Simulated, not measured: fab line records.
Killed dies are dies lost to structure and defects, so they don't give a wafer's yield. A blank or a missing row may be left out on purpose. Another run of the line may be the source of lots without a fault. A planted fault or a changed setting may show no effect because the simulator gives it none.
Matching of chambers / flow gf180mcu / GF_V2_CMP_26 on cmp-01: 4 sister chambers
The step polishes, stops on SiO2, t overpolish 15 s, target thk 0 nm. 14 wafers are shown with their chamber, then 7 later ones without.

== EACH WAFER AND ITS CHAMBER ==
wafer=L811.1; chamber=1; motorCurrentA (A)=10.6; overpolishRunS (s)=15.003; timeToEndpointS (s)=88.5
wafer=L811.2; chamber=2; motorCurrentA (A)=12.1; overpolishRunS (s)=14.989; timeToEndpointS (s)=85.3
wafer=L811.4; chamber=3; motorCurrentA (A)=11.2; overpolishRunS (s)=15.016; timeToEndpointS (s)=89.6
wafer=L813.2; chamber=3; motorCurrentA (A)=10.4; overpolishRunS (s)=15.009; timeToEndpointS (s)=85.6
wafer=L813.3; chamber=0; motorCurrentA (A)=11.2; overpolishRunS (s)=15.010; timeToEndpointS (s)=87.5
wafer=L813.6; chamber=1; motorCurrentA (A)=10.6; overpolishRunS (s)=15.000; timeToEndpointS (s)=83.3
wafer=L814.3; chamber=0; motorCurrentA (A)=10.2; overpolishRunS (s)=14.993; timeToEndpointS (s)=86.5
wafer=L814.4; chamber=3; motorCurrentA (A)=10.2; overpolishRunS (s)=15.011; timeToEndpointS (s)=87.7
wafer=L814.5; chamber=0; motorCurrentA (A)=10.5; overpolishRunS (s)=14.997; timeToEndpointS (s)=88.2
wafer=L816.2; chamber=2; motorCurrentA (A)=12.5; overpolishRunS (s)=14.995; timeToEndpointS (s)=81.9
wafer=L816.3; chamber=1; motorCurrentA (A)=11.3; overpolishRunS (s)=14.990; timeToEndpointS (s)=86.2
wafer=L816.4; chamber=3; motorCurrentA (A)=11.1; overpolishRunS (s)=15.006; timeToEndpointS (s)=86.4
wafer=L817.3; chamber=3; motorCurrentA (A)=10.7; overpolishRunS (s)=15.009; timeToEndpointS (s)=85.8
wafer=L817.4; chamber=1; motorCurrentA (A)=11.0; overpolishRunS (s)=14.995; timeToEndpointS (s)=81.0

SIGNATURES, as means of the wafers listed above
reading=motorCurrentA; chamber 0=10.633; chamber 1=10.875; chamber 2=12.300; chamber 3=10.720; scatter within a chamber=0.413
reading=overpolishRunS; chamber 0=15.00000; chamber 1=14.99700; chamber 2=14.99200; chamber 3=15.01020; scatter within a chamber=0.00573
reading=timeToEndpointS; chamber 0=87.400; chamber 1=84.750; chamber 2=83.600; chamber 3=87.020; scatter within a chamber=2.25
Rule: a wafer lies at a distance from a chamber equal to the root of the sum of squares, over the readings, of (its reading less the chamber's mean, divided by the reading's scatter). If the next closest chamber is less than 2 further off than the closest, the wafer can't be placed; otherwise it belongs to the closest. The scatter is the square root of a quotient: the sum, over the shown wafers, of each reading's squared deviation from its chamber's mean, divided by wafers minus chambers.

== WAFERS WITHOUT THEIR CHAMBER ==
wafer=L817.6; motorCurrentA (A)=10.3; overpolishRunS (s)=15.013; timeToEndpointS (s)=83.5
wafer=L829.1; motorCurrentA (A)=12.5; overpolishRunS (s)=15.005; timeToEndpointS (s)=81.8
wafer=L829.2; motorCurrentA (A)=11.1; overpolishRunS (s)=14.996; timeToEndpointS (s)=86.5
wafer=L829.3; motorCurrentA (A)=10.7; overpolishRunS (s)=14.993; timeToEndpointS (s)=88.0
wafer=L832.2; motorCurrentA (A)=12.7; overpolishRunS (s)=15.015; timeToEndpointS (s)=86.2
wafer=L832.3; motorCurrentA (A)=10.5; overpolishRunS (s)=14.994; timeToEndpointS (s)=86.0
wafer=L832.6; motorCurrentA (A)=11.0; overpolishRunS (s)=14.995; timeToEndpointS (s)=88.5

== CHAMBER TAKEN BY EACH ==
wafer=L817.6; from the rows above=can't be placed: 3 or 0 or 1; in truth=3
wafer=L829.1; from the rows above=can't be placed: 2 or 1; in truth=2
wafer=L829.2; from the rows above=can't be placed: 1 or 0 or 3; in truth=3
wafer=L829.3; from the rows above=can't be placed: 0 or 1 or 3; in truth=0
wafer=L832.2; from the rows above=can't be placed: 2 or 3 or 1 or 0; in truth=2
wafer=L832.3; from the rows above=can't be placed: 1 or 0 or 3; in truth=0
wafer=L832.6; from the rows above=can't be placed: 0 or 1 or 3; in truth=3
Correct placement for 0 of the 7. Unplaceable from these rows: 7, with the true chamber sitting among the candidates in 7. Number placed wrongly: 0.
